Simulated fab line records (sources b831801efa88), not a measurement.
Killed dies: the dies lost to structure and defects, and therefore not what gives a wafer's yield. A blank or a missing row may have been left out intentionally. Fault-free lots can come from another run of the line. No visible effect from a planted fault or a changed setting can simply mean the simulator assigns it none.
One fault seen from 2 desks -- flow gf180mcu -- only its own numbers are on each desk; what lay behind them is given at the end

METROLOGY DESK
Lot by lot, what the gauges showed, no matter which tool ran the lot: averages of those sampled wafers that carry a number. A lot is out of limits, marked OUT, if its mean lies more than 4 standard deviations from the usual mean; the brackets give that distance.
Columns: A = MIM_ALCU_RS at GF_MIM_RS_MEAS_10, usual 0.1592 ohm/sq; B = MIM_ALCU_THK at GF_MIM_THK_MEAS_11, usual 203.2 nm; C = V5_CVD_00_THK at GF_V5_THK_MEAS_01, usual 300.0 nm; D = V5_OVL at GF_V5_OVL_MEAS_15, usual 0 nm
lot,first seen here,A,B,C,D
L208,day 24 07:23,0.1604,202.7,296.8,-4
L209,day 24 17:57,0.1602,202.7,298.4,-2
L210,day 25 04:42,0.1585,204.7,300.4,-7
L211,day 25 07:56,0.1590,204.0,299.1,8
L217,day 27 14:08,0.1593,202.3,253.2 (-17) OUT,3
L219,day 28 01:25,0.1595,203.6,254.2 (-17) OUT,0
L223,day 29 11:56,0.1596,203.4,301.6,-4
L225,day 30 01:17,0.1601,202.5,296.3,-2
L226,day 30 02:07,0.1613,201.6,298.2,7
L227,day 30 19:19,0.1596,204.3,301.5,1
L230,day 31 01:46,0.1561,207.5,299.3,-11
L229,day 31 03:18,0.1613,200.1,302.3,3
L231,day 31 12:13,0.1578,204.5,301.5,-2
This desk reports L217, L219 out of limits; the earliest was L217 at day 29 06:08 (V5_CVD_00_THK at GF_V5_THK_MEAS_01). Within limits: L208, L209, L210, L211, L223, L225, L226, L227, L230, L229, L231.

DESK OF THE TOOL OWNER: hdpcvd-02
The tool's own readings at GF_V5_CVD_00 (deposits SiO2, target thk 300 nm, time 50 s): means of the sampled wafers that have a number, for each lot that ran on this tool. A lot is out of limits, marked OUT, if its mean lies more than 4 standard deviations from the usual mean; the brackets give that distance.
Columns: A = pressure-mtorr at GF_V5_CVD_00, usual 5.999 mTorr; B = sih4-flow-sccm at GF_V5_CVD_00, usual 60.02 sccm
lot,first seen here,A,B
L208,day 26 02:33,5.990,59.95
L209,day 26 13:40,5.993,59.88
L210,day 26 23:37,5.992,59.94
L211,day 27 02:16,6.000,60.17
L217,day 29 06:06,5.996,51.03 (-60) OUT
L219,day 29 17:10,5.995,51.05 (-60) OUT
L229,day 32 14:39,6.006,59.86
L231,day 32 22:17,5.990,60.20
This desk's verdict: out of limits on L217, L219, starting with L217 at day 29 06:06 (sih4-flow-sccm at GF_V5_CVD_00). Within limits: L208, L209, L210, L211, L229, L231.

TAKEN TOGETHER
At day 29 06:06, on L217, L219, the tool owner's desk was in a position to raise an alarm.
L217, L219 would have let the metrology desk raise an alarm at day 29 06:08.
Of the lots named, all ran GF_V5_CVD_00 on hdpcvd-02.

WHAT THE SIMULATOR HAD PUT IN
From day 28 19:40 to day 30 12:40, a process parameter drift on hdpcvd-02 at GF_V5_CVD_00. A move of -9 in setting sih4-flow-sccm, from 60. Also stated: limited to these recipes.
Lots struck among those shown: L217, L219.
Fault start to first reading out of limits, in hours, per desk: tool owner, 10; metrology, 10.
